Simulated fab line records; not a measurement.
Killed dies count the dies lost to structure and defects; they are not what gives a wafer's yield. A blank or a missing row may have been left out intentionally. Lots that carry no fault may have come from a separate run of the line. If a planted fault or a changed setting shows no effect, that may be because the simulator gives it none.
fab line records	flow sky130
record lots=14	wafers=42	last-day=50
route steps=708 shown SONOS_TUNNEL@162 SONOS_ONO@181 LDD_N@252 LDD_P@265
lots untouched by any fault: they come from a run of this same line in which no faults occurred
start-h: hours from the record's opening day to when the first of the lot's shown wafers began	wait-h: hours elapsed since this lot's preceding step	" same as the row above	L1.1+2: a single row standing in for several wafers	- no value, or no start was given	* or withheld: withheld	< > ~ a bound
route shown NAME@n: NAME is a module with steps in the file, n the number in the route of the first one	usual: mean and standard deviation over wafers with no fault	same: alike in all rows	chamber/n: place in a boat	sites: the reading at each site	_std_site: the values' standard deviation	_edge_site: inner sites' mean taken away from outer sites' mean	radius-mm: for every site, how far away it sits from the centre of the wafer	mask NAME#n: copy n	behind: tool/chamber where the wafer was last shaped	hold: what put the lot on hold/how long, in hours/how the hold closed	device: the n, p or np transistor that did not switch	end of line: tests run on the same wafers once the route is complete	a step given without rows: its recipe and nothing more	killed: dies lost to structure and defects at the first sort, not the wafer's yield	map: a wafer's dies, x killed, . not, _ none there
set.NAME: setting as actually run; set.NAME@STEP: the setting as run at that earlier step	model.NAME: the simulator's own value behind a step, which no gauge read
one table for each step of the route and one row for each wafer, over a sample of lots
services: the hour from which a tool's chamber was out of use, counted from the record's first day as start-h (under 0 if before that day), plus the number of hours and why
## steps
# step SKY_SONOS_TUNNEL_OVL_MEAS_08
# usual SONOS_TUNNEL_OVL=-0.5/1.3
lot.wafer	tool	chamber	start-h	wait-h	SONOS_TUNNEL_OVL[nm]
L511.1	overlay-01	-	259.54	0.1	2.5
L511.2	"	-	"	"	1.3
L511.5	"	-	"	"	0.5
L512.2	overlay-02	-	260.31	0.1	0.1
L512.3	"	-	"	"	-0.2
L512.6	"	-	"	"	-1.1
L516.2	overlay-01	-	292.95	0.1	-1.4
L516.3	"	-	"	"	-1.9
L516.5	"	-	"	"	-1.8
L521.1	overlay-01	-	323.86	0.1	0.1
L521.4	"	-	"	"	0.1
L521.6	"	-	"	"	-1.1
L522.4	overlay-02	-	332.48	0.1	0.4
L522.5	"	-	"	"	-0.2
L522.6	"	-	"	"	2.2
L523.2	overlay-02	-	348.59	0.1	-1.1
L523.4	"	-	"	"	-0.8
L523.5	"	-	"	"	-1.1
L525.1	overlay-01	-	366.44	0.1	0.0
L525.3	"	-	"	"	1.2
L525.5	"	-	"	"	-0.4
L527.3	overlay-01	-	373.54	0.1	-0.4
L527.4	"	-	"	"	-0.4
L527.5	"	-	"	"	0.2
L528.4	overlay-01	-	377.41	0.1	-0.4
L528.5	"	-	"	"	0.0
L528.6	"	-	"	"	0.3
L529.3	overlay-02	-	386.04	0.1	-2.2
L529.4	"	-	"	"	-1.5
L529.6	"	-	"	"	-1.9
L530.1	overlay-02	-	394.69	0.1	0.5
L530.4	"	-	"	"	-0.4
L530.5	"	-	"	"	0.8
L531.3	overlay-02	-	403.25	0.1	-1.2
L531.5	"	-	"	"	-2.3
L531.6	"	-	"	"	-1.9
L533.1	overlay-02	-	418.26	0.1	-2.1
L533.3	"	-	"	"	-1.7
L533.4	"	-	"	"	-2.8
L534.1	overlay-01	-	428.51	0.1	-2.4
L534.2	"	-	"	"	-0.8
L534.3	"	-	"	"	-1.2
# step SKY_SONOS_ONO_CD_MEAS_13
# recipe target-cd-nm=410
# usual cd-nm=409.5/2.4
lot.wafer	tool	chamber	start-h	wait-h	cd-nm
L511.1	cd-sem-02	-	287.71	0.1	413.5
L511.2	"	-	"	"	411.2
L511.5	"	-	"	"	412.5
L512.2	cd-sem-01	-	291.09	0.1	410.1
L512.3	"	-	"	"	411.0
L512.6	"	-	"	"	407.7
L516.2	cd-sem-01	-	329.19	0.1	408.8
L516.3	"	-	"	"	407.8
L516.5	"	-	"	"	411.0
L521.1	cd-sem-02	-	364.62	0.1	403.7
L521.4	"	-	"	"	405.6
L521.6	"	-	"	"	407.2
L522.4	cd-sem-01	-	369.28	0.1	406.0
L522.5	"	-	"	"	407.2
L522.6	"	-	"	"	406.0
L523.2	cd-sem-02	-	380.74	0.1	408.8
L523.4	"	-	"	"	408.0
L523.5	"	-	"	"	410.1
L525.1	cd-sem-02	-	406.27	0.1	412.0
L525.3	"	-	"	"	412.4
L525.5	"	-	"	"	410.6
L527.3	cd-sem-01	-	413.31	0.1	410.9
L527.4	"	-	"	"	412.6
L527.5	"	-	"	"	412.2
L528.4	cd-sem-01	-	413.93	0.1	406.1
L528.5	"	-	"	"	407.2
L528.6	"	-	"	"	406.5
L529.3	cd-sem-02	-	421.01	0.1	411.4
L529.4	"	-	"	"	411.2
L529.6	"	-	"	"	413.2
L530.1	cd-sem-01	-	431.16	0.1	411.4
L530.4	"	-	"	"	410.8
L530.5	"	-	"	"	410.5
L531.3	cd-sem-01	-	441.41	0.1	413.6
L531.5	"	-	"	"	412.4
L531.6	"	-	"	"	412.7
L533.1	cd-sem-01	-	453.46	0.1	411.6
L533.3	"	-	"	"	412.6
L533.4	"	-	"	"	410.3
L534.1	cd-sem-02	-	463.32	0.1	409.5
L534.2	"	-	"	"	411.2
L534.3	"	-	"	"	410.8
# step SKY_LDD_N_IMPLANT_15
# recipe species=BF2	energy-kev=50	dose-cm2=5e+12	tilt-deg=30	rotation-deg=270
# usual beam-energy-keV=50.001/0.016	beam-on-s=10.02/0.21
lot.wafer	tool	chamber	start-h	wait-h	beam-energy-keV	beam-on-s
L512.2	implanter-03	0	413.88	0.1	49.999	9.75
L512.3	"	0	"	"	49.980	9.89
L512.6	"	0	"	"	50.012	9.80
L511.1	implanter-04	0	414.05	0.1	49.965	9.81
L511.2	"	0	"	"	49.981	9.81
L511.5	"	0	"	"	50.000	9.94
L516.2	implanter-01	0	459.87	0.1	50.004	9.70
L516.3	"	0	"	"	50.007	9.97
L516.5	"	0	"	"	49.995	10.15
L521.1	implanter-04	-	494.40	0.1	-	-
L521.4	"	-	"	"	-	-
L521.6	"	-	"	"	-	-
L522.4	implanter-01	-	500.57	0.1	-	-
L522.5	"	-	"	"	-	-
L522.6	"	-	"	"	-	-
L523.2	implanter-01	0	511.68	0.1	50.029	9.67
L523.4	"	0	"	"	50.041	9.99
L523.5	"	0	"	"	50.016	10.29
L525.1	implanter-04	0	537.35	0.1	49.993	9.96
L525.3	"	0	"	"	49.995	9.98
L525.5	"	0	"	"	49.998	10.41
L527.3	implanter-04	0	546.15	0.1	49.993	9.93
L527.4	"	0	"	"	49.975	9.90
L527.5	"	0	"	"	49.978	10.33
L528.4	implanter-04	0	547.48	0.1	50.016	10.01
L528.5	"	0	"	"	50.008	10.27
L528.6	"	0	"	"	49.998	10.07
L529.3	implanter-01	0	554.40	0.1	49.985	9.63
L529.4	"	0	"	"	49.979	9.94
L529.6	"	0	"	"	50.013	9.70
L530.1	implanter-04	0	562.65	0.1	49.987	10.02
L530.4	"	0	"	"	49.984	10.35
L530.5	"	0	"	"	49.993	9.85
L531.3	implanter-04	0	572.70	0.1	49.997	10.23
L531.5	"	0	"	"	49.997	10.15
L531.6	"	0	"	"	50.009	10.08
L533.1	implanter-03	0	581.25	0.1	50.004	10.02
L533.3	"	0	"	"	49.995	10.00
L533.4	"	0	"	"	50.025	10.35
L534.1	implanter-04	0	593.40	0.1	50.005	10.10
L534.2	"	0	"	"	50.002	9.58
L534.3	"	0	"	"	49.993	9.82
# step SKY_LDD_P_STRIP_10
# recipe chemistry=O2/N2	power-w=1400	pressure-mtorr=1500	platen-temp-c=withheld	o2-flow-sccm=3000	n2-flow-sccm=300	overash-fraction=0.5
# usual drypump-motor-current-A=5.94/0.15	oes-product-au=0.716/0.0047	strip-time-to-endpoint-s=14.282/0.025
lot.wafer	tool	chamber	start-h	wait-h	drypump-motor-current-A	oes-product-au	rf-hours-counter-h	strip-time-to-endpoint-s
L512.2	plasma-asher-04	0	444.87	0.1	6.06	0.720	63	14.235
L512.3	"	0	"	"	6.06	0.706	-	14.255
L512.6	"	1	"	"	6.03	0.716	-	14.247
L511.1	plasma-asher-01	1	445.17	0.1	5.73	0.710	2	14.286
L511.2	"	0	"	"	5.73	0.721	2	14.305
L511.5	"	0	"	"	5.73	0.714	-	14.292
L516.2	plasma-asher-04	1	490.52	0.1	5.97	0.726	67	14.223
L516.3	"	1	"	"	5.99	0.708	-	14.249
L516.5	"	1	"	"	5.95	0.723	-	14.246
L523.2	plasma-asher-04	1	542.44	0.1	6.00	0.711	73	14.295
L523.4	"	0	"	"	6.08	0.727	-	14.294
L523.5	"	1	"	"	6.03	0.715	-	14.269
L525.1	plasma-asher-01	0	567.29	0.1	5.72	0.708	14	14.282
L525.3	"	1	"	"	5.76	0.720	-	14.284
L525.5	"	0	"	"	5.77	0.717	-	14.249
L527.3	plasma-asher-04	1	576.00	0.1	6.01	0.712	-	14.307
L527.4	"	0	"	"	6.06	0.713	-	14.282
L527.5	"	1	"	"	6.01	0.723	-	14.270
L528.4	plasma-asher-03	1	576.95	0.1	5.93	0.717	-	14.339
L528.5	"	1	"	"	5.99	0.722	-	14.314
L528.6	"	0	"	"	6.13	0.724	-	14.323
L529.3	plasma-asher-01	0	584.20	0.1	5.73	0.707	-	14.293
L529.4	"	1	"	"	5.74	0.721	-	14.270
L529.6	"	1	"	"	5.75	0.716	-	14.287
L530.1	plasma-asher-03	0	592.67	0.1	6.16	0.712	44	14.317
L530.4	"	0	"	"	6.15	0.717	-	14.324
L530.5	"	0	"	"	6.17	0.718	-	14.335
L531.3	plasma-asher-03	1	602.40	0.1	6.01	0.714	-	14.294
L531.5	"	1	"	"	5.99	0.711	-	14.271
L531.6	"	0	"	"	6.15	0.714	-	14.285
L533.1	plasma-asher-01	0	610.79	0.1	5.70	0.720	18	14.269
L533.3	"	1	"	"	5.75	0.720	-	14.320
L533.4	"	0	"	"	5.71	0.709	-	14.306
L534.1	plasma-asher-04	1	622.77	0.1	6.02	0.719	80	14.302
L534.2	"	0	"	"	6.09	0.719	80	14.274
L534.3	"	0	"	"	6.08	0.715	-	14.279
## services
tool	chamber	start-h	hours	kind
implanter-04	-	397.28	2.4	repair
implanter-03	-	400.62	1.8	repair
implanter-01	-	420.57	4.5	pm
plasma-asher-01	-	421.25	9.0	pm
plasma-asher-01	0	421.25	9.0	vent-cycle
plasma-asher-01	1	421.25	9.0	vent-cycle
implanter-04	-	425.16	4.6	pm
plasma-asher-01	0	430.25	-	clean
plasma-asher-01	1	430.25	-	clean
plasma-asher-01	-	447.72	1.9	repair
plasma-asher-03	-	503.02	2.1	repair
plasma-asher-03	-	504.32	9.4	repair
implanter-01	-	516.66	3.5	pm
implanter-01	-	522.52	2.6	repair
implanter-03	-	523.35	3.8	pm
plasma-asher-01	-	527.99	2.6	repair
implanter-03	-	536.53	21.0	pm
implanter-01	-	541.86	3.3	repair
implanter-01	-	569.36	2.3	repair
plasma-asher-03	-	571.29	1.4	repair
plasma-asher-04	-	579.72	8.7	repair
implanter-03	-	584.57	18.9	repair
implanter-01	-	587.72	6.8	repair
implanter-04	-	594.60	5.6	repair
## key
first-sign step=SKY_LDD_N_IMPLANT_15	reading=tool-record	direction=missing
effect none on later readings
met-at SKY_LDD_N_IMPLANT_15
struck-lots L521,L522
later-rows-left-out L521.1,L521.4,L521.6,L522.4,L522.5,L522.6
sort-left-out L521.1,L521.4,L521.6,L522.4,L522.5,L522.6
tester-left-out L521,L522
not-acting-at SKY_SONOS_TUNNEL_OVL_MEAS_08,SKY_SONOS_ONO_CD_MEAS_13,SKY_LDD_P_STRIP_10
onset-between 459.87 494.40
fault kind=skipped-step-whole	tool=implanter-01,implanter-04	chamber=-	onset-h=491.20	steps=SKY_LDD_N_IMPLANT_15	scope=struck-lots-only
# tester-left-out: of these lots the tester's yield and bins aren't shown, on N5 and GAA mostly nor the transistor test; their killed dies are dies lost to structure and defects alone, not to doping, threshold or leakage, so they don't give the yield
# sort-left-out: the simulated sort isn't trusted on such a fault, so these wafers' sort isn't shown, and their yield isn't known
# later-rows-left-out: the simulator's readings of these wafers behind a module that went badly wrong aren't trusted and aren't shown, but for the sort
